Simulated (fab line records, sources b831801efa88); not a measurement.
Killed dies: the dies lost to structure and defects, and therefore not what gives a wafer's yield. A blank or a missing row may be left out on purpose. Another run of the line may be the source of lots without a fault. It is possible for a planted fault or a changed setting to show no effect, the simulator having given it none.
What tool caused it? :: flow gf180mcu :: 39 wafers from 13 lots sampled at 5 of the route's 602 steps

## WHAT THE GAUGES SHOWED, per wafer
GF_DUAL_GATE_THK_MEAS_03.
lot: L462
measured: day 7 18:33
on: film_metro-04
DUAL_GATE_OXIDATION_00_THK (nm): 10.66 10.68 10.67

lot: L463
measured: day 7 22:56
on: film_metro-01
DUAL_GATE_OXIDATION_00_THK (nm): 10.51 10.54 10.63

lot: L464
measured: day 8 05:02
on: film_metro-04
DUAL_GATE_OXIDATION_00_THK (nm): 11.06 10.79 10.98

lot: L466
measured: day 8 14:08
on: film_metro-03
DUAL_GATE_OXIDATION_00_THK (nm): 10.07 10.12 10.21

lot: L468
measured: day 9 03:56
on: film_metro-04
DUAL_GATE_OXIDATION_00_THK (nm): 10.31 10.34 10.14

lot: L469
measured: day 9 12:29
on: film_metro-04
DUAL_GATE_OXIDATION_00_THK (nm): 10.64 10.85 10.66

lot: L470
measured: day 9 17:29
on: film_metro-01
DUAL_GATE_OXIDATION_00_THK (nm): 11.80 11.91 11.82

lot: L471
measured: day 10 01:58
on: film_metro-03
DUAL_GATE_OXIDATION_00_THK (nm): 12.47 12.37 12.51

lot: L479
measured: day 12 19:11
on: film_metro-03
DUAL_GATE_OXIDATION_00_THK (nm): 10.66 10.61 10.44

lot: L480
measured: day 12 20:23
on: film_metro-04
DUAL_GATE_OXIDATION_00_THK (nm): 10.50 10.57 10.63

lot: L481
measured: day 13 10:17
on: film_metro-04
DUAL_GATE_OXIDATION_00_THK (nm): 10.63 10.54 10.53

lot: L484
measured: day 13 19:35
on: film_metro-03
DUAL_GATE_OXIDATION_00_THK (nm): 10.37 10.32 10.48

lot: L485
measured: day 14 07:18
on: film_metro-04
DUAL_GATE_OXIDATION_00_THK (nm): 10.16 10.27 10.20

GF_POLY_GATE_OVL_MEAS_11.
lot: L462
measured: day 9 06:31
on: overlay-01
POLY_GATE_OVL (nm): -8 -6 -1

lot: L463
measured: day 9 12:22
on: overlay-02
POLY_GATE_OVL (nm): 7 2 -5

lot: L464
measured: day 9 18:31
on: overlay-02
POLY_GATE_OVL (nm): -4 2 -1

lot: L466
measured: day 10 04:11
on: overlay-02
POLY_GATE_OVL (nm): 16 14 4

lot: L468
measured: day 10 18:35
on: overlay-02
POLY_GATE_OVL (nm): 0 2 2

lot: L469
measured: day 11 03:58
on: overlay-01
POLY_GATE_OVL (nm): -6 -5 -3

lot: L470
measured: day 11 08:57
on: overlay-02
POLY_GATE_OVL (nm): -2 -2 -15

lot: L471
measured: day 11 18:05
on: overlay-01
POLY_GATE_OVL (nm): -4 1 2

lot: L479
measured: day 14 14:38
on: overlay-02
POLY_GATE_OVL (nm): 8 3 2

lot: L480
measured: day 14 16:13
on: overlay-02
POLY_GATE_OVL (nm): -5 5 -4

lot: L481
measured: day 15 08:01
on: overlay-01
POLY_GATE_OVL (nm): 4 12 2

lot: L484
measured: day 15 18:34
on: overlay-01
POLY_GATE_OVL (nm): 2 4 1

lot: L485
measured: day 16 07:19
on: overlay-01
POLY_GATE_OVL (nm): -3 3 -2

GF_HV_LDD_CD_MEAS_07: target cd 400 nm.
lot: L462
measured: day 10 01:41
on: cd_sem-02
cd_nm (nm): 398.3 397.1 398.1

lot: L463
measured: day 10 07:43
on: cd_sem-01
cd_nm (nm): 398.2 397.6 399.5

lot: L464
measured: day 10 14:14
on: cd_sem-02
cd_nm (nm): 396.9 396.9 400.0

lot: L466
measured: day 11 01:59
on: cd_sem-02
cd_nm (nm): 400.8 400.1 400.5

lot: L468
measured: day 11 15:08
on: cd_sem-01
cd_nm (nm): 395.5 396.4 395.2

lot: L469
measured: day 12 00:49
on: cd_sem-02
cd_nm (nm): 397.1 398.5 396.1

lot: L470
measured: day 12 07:02
on: cd_sem-02
cd_nm (nm): 403.4 401.3 401.5

lot: L471
measured: day 12 14:07
on: cd_sem-02
cd_nm (nm): 400.7 402.1 401.5

lot: L479
measured: day 15 15:10
on: cd_sem-02
cd_nm (nm): 405.3 399.2 401.3

lot: L480
measured: day 15 15:31
on: cd_sem-02
cd_nm (nm): 400.0 398.2 399.8

lot: L481
measured: day 16 07:59
on: cd_sem-01
cd_nm (nm): 398.7 397.4 398.0

lot: L484
measured: day 16 18:31
on: cd_sem-01
cd_nm (nm): 397.1 397.0 399.0

lot: L485
measured: day 17 07:30
on: cd_sem-02
cd_nm (nm): 395.4 397.2 396.0

## EACH LOT AND THE TOOL THAT RAN IT (in order: tool; ch and the chambers of the sampled wafers; start)
lot: L462
GF_DUAL_GATE_OXIDATION_02: furnace-02 ch 0, day 7 17:05
GF_DUAL_GATE_STRIP_13: plasma_asher-02 ch 0, day 8 10:59

lot: L463
GF_DUAL_GATE_OXIDATION_02: furnace-02 ch 0, day 7 21:29
GF_DUAL_GATE_STRIP_13: plasma_asher-01 ch 0, day 8 15:13

lot: L464
GF_DUAL_GATE_OXIDATION_02: furnace-02 ch 0, day 8 03:36
GF_DUAL_GATE_STRIP_13: plasma_asher-02 ch 1, day 8 20:57

lot: L466
GF_DUAL_GATE_OXIDATION_02: furnace-01 ch 0, day 8 12:41
GF_DUAL_GATE_STRIP_13: plasma_asher-04 ch 1, day 9 06:49

lot: L468
GF_DUAL_GATE_OXIDATION_02: furnace-01 ch 0, day 9 02:29
GF_DUAL_GATE_STRIP_13: plasma_asher-01 ch 0,1, day 9 20:51

lot: L469
GF_DUAL_GATE_OXIDATION_02: furnace-02 ch 0, day 9 11:02
GF_DUAL_GATE_STRIP_13: plasma_asher-01 ch 0,1, day 10 05:04

lot: L470
GF_DUAL_GATE_OXIDATION_02: furnace-02 ch 0, day 9 16:02
GF_DUAL_GATE_STRIP_13: plasma_asher-01 ch 0, day 10 11:14

lot: L471
GF_DUAL_GATE_OXIDATION_02: furnace-02 ch 0, day 10 00:31
GF_DUAL_GATE_STRIP_13: plasma_asher-04 ch 0,1, day 10 19:54

lot: L479
GF_DUAL_GATE_OXIDATION_02: furnace-02 ch 0, day 12 17:44
GF_DUAL_GATE_STRIP_13: plasma_asher-01 ch 0,1, day 13 14:52

lot: L480
GF_DUAL_GATE_OXIDATION_02: furnace-01 ch 0, day 12 18:55
GF_DUAL_GATE_STRIP_13: plasma_asher-02 ch 0,1, day 13 15:51

lot: L481
GF_DUAL_GATE_OXIDATION_02: furnace-01 ch 0, day 13 08:51
GF_DUAL_GATE_STRIP_13: plasma_asher-01 ch 0,1, day 14 07:23

lot: L484
GF_DUAL_GATE_OXIDATION_02: furnace-02 ch 0, day 13 18:07
GF_DUAL_GATE_STRIP_13: plasma_asher-01 ch 0,1, day 14 16:05

lot: L485
GF_DUAL_GATE_OXIDATION_02: furnace-02 ch 0, day 14 05:51
GF_DUAL_GATE_STRIP_13: plasma_asher-04 ch 0,1, day 15 05:16
- GF_DUAL_GATE_OXIDATION_02: stabilise 600 s, purge 300 s, target thk 10.887 nm.
- GF_DUAL_GATE_STRIP_13: strips in O2/N2.

## WHAT THE TOOLS THEMSELVES READ (means of the sampled wafers that have a number; where no wafer has one, the mark that the record gives instead)
GF_DUAL_GATE_OXIDATION_02.
lot: L462
tool: furnace-02
spike_tc_upper_C (C): 897.8
tube_center_temp_C (C): 898.00

lot: L463
tool: furnace-02
spike_tc_upper_C (C): 898.5
tube_center_temp_C (C): 898.07

lot: L464
tool: furnace-02
spike_tc_upper_C (C): 899.2
tube_center_temp_C (C): 898.00

lot: L466
tool: furnace-01
spike_tc_upper_C (C): 898.2
tube_center_temp_C (C): 897.93

lot: L468
tool: furnace-01
spike_tc_upper_C (C): 897.6
tube_center_temp_C (C): 898.00

lot: L469
tool: furnace-02
spike_tc_upper_C (C): 897.6
tube_center_temp_C (C): 898.03

lot: L470
tool: furnace-02
spike_tc_upper_C (C): 898.6
tube_center_temp_C (C): 897.95

lot: L471
tool: furnace-02
spike_tc_upper_C (C): 898.2
tube_center_temp_C (C): 898.05

lot: L479
tool: furnace-02
spike_tc_upper_C (C): 897.9
tube_center_temp_C (C): 898.02

lot: L480
tool: furnace-01
spike_tc_upper_C (C): 897.8
tube_center_temp_C (C): 898.03

lot: L481
tool: furnace-01
spike_tc_upper_C (C): 898.5
tube_center_temp_C (C): 898.03

lot: L484
tool: furnace-02
spike_tc_upper_C (C): 897.6
tube_center_temp_C (C): 897.95

lot: L485
tool: furnace-02
spike_tc_upper_C (C): 899.2
tube_center_temp_C (C): 897.98

GF_DUAL_GATE_STRIP_13.
lot: L462
tool: plasma_asher-02
drypump_motor_current_A (A): 5.56
heater_power_w (W): 329
oes_product_au (a.u.): 0.713
strip_time_to_endpoint_s (s): 12.55

lot: L463
tool: plasma_asher-01
drypump_motor_current_A (A): 5.65
heater_power_w (W): 290
oes_product_au (a.u.): 0.717
strip_time_to_endpoint_s (s): 12.63

lot: L464
tool: plasma_asher-02
drypump_motor_current_A (A): 5.82
heater_power_w (W): 298
oes_product_au (a.u.): 0.719
strip_time_to_endpoint_s (s): 12.64

lot: L466
tool: plasma_asher-04
drypump_motor_current_A (A): 6.07
heater_power_w (W): 355
oes_product_au (a.u.): 0.713
strip_time_to_endpoint_s (s): 12.65

lot: L468
tool: plasma_asher-01
drypump_motor_current_A (A): 5.68
heater_power_w (W): 320
oes_product_au (a.u.): 0.717
strip_time_to_endpoint_s (s): 12.61

lot: L469
tool: plasma_asher-01
drypump_motor_current_A (A): 5.64
heater_power_w (W): 322
oes_product_au (a.u.): 0.716
strip_time_to_endpoint_s (s): 12.58

lot: L470
tool: plasma_asher-01
drypump_motor_current_A (A): 5.62
heater_power_w (W): 300
oes_product_au (a.u.): 0.715
strip_time_to_endpoint_s (s): 12.61

lot: L471
tool: plasma_asher-04
drypump_motor_current_A (A): 5.95
heater_power_w (W): 340
oes_product_au (a.u.): 0.715
strip_time_to_endpoint_s (s): 12.61

lot: L479
tool: plasma_asher-01
drypump_motor_current_A (A): 5.68
heater_power_w (W): 338
oes_product_au (a.u.): 0.715
strip_time_to_endpoint_s (s): 12.58

lot: L480
tool: plasma_asher-02
drypump_motor_current_A (A): 5.65
heater_power_w (W): 310
oes_product_au (a.u.): 0.716
strip_time_to_endpoint_s (s): 12.63

lot: L481
tool: plasma_asher-01
drypump_motor_current_A (A): 5.68
heater_power_w (W): 317
oes_product_au (a.u.): 0.716
strip_time_to_endpoint_s (s): 12.64

lot: L484
tool: plasma_asher-01
drypump_motor_current_A (A): 5.68
heater_power_w (W): 336
oes_product_au (a.u.): 0.714
strip_time_to_endpoint_s (s): 12.62

lot: L485
tool: plasma_asher-04
drypump_motor_current_A (A): 5.94
heater_power_w (W): 337
oes_product_au (a.u.): 0.720
strip_time_to_endpoint_s (s): 12.60

## THE ANSWER, worked out from the rows above alone
Rule: the lots themselves supply what counts as usual. Put in order of their means at a reading, lots are off if they are a third of the lots or fewer, leave a main group of 4 or more, and stand apart from it by a gap of 3 or more times the standard deviation of the main group's means; of several such gaps the widest counts. A main group whose means are all the same, to the digits that the tables above print for the reading, isn't used. A lot without any number at a reading at which 4 lots or more have one is off too. All remaining lots with rows at the step are treated as sound. First the gauges in route order, then the tools' own readings, where a lot's mean is used as printed above. The first step at which some lot is off is used, and at that step the reading that is off furthest; a lot without a number counts as furthest.
Off: L470, L471, seen at GF_DUAL_GATE_THK_MEAS_03 (DUAL_GATE_OXIDATION_00_THK). Mean 10.51 nm and standard deviation 0.23 in the main group.
A tool fits if, at a process step before that reading, it ran every lot that is off, and no sound lot after the first of them. The gauges at GF_DUAL_GATE_THK_MEAS_03 are tried like those tools. Of those tried, none fits.

## WHAT THE SIMULATOR HAD INSERTED
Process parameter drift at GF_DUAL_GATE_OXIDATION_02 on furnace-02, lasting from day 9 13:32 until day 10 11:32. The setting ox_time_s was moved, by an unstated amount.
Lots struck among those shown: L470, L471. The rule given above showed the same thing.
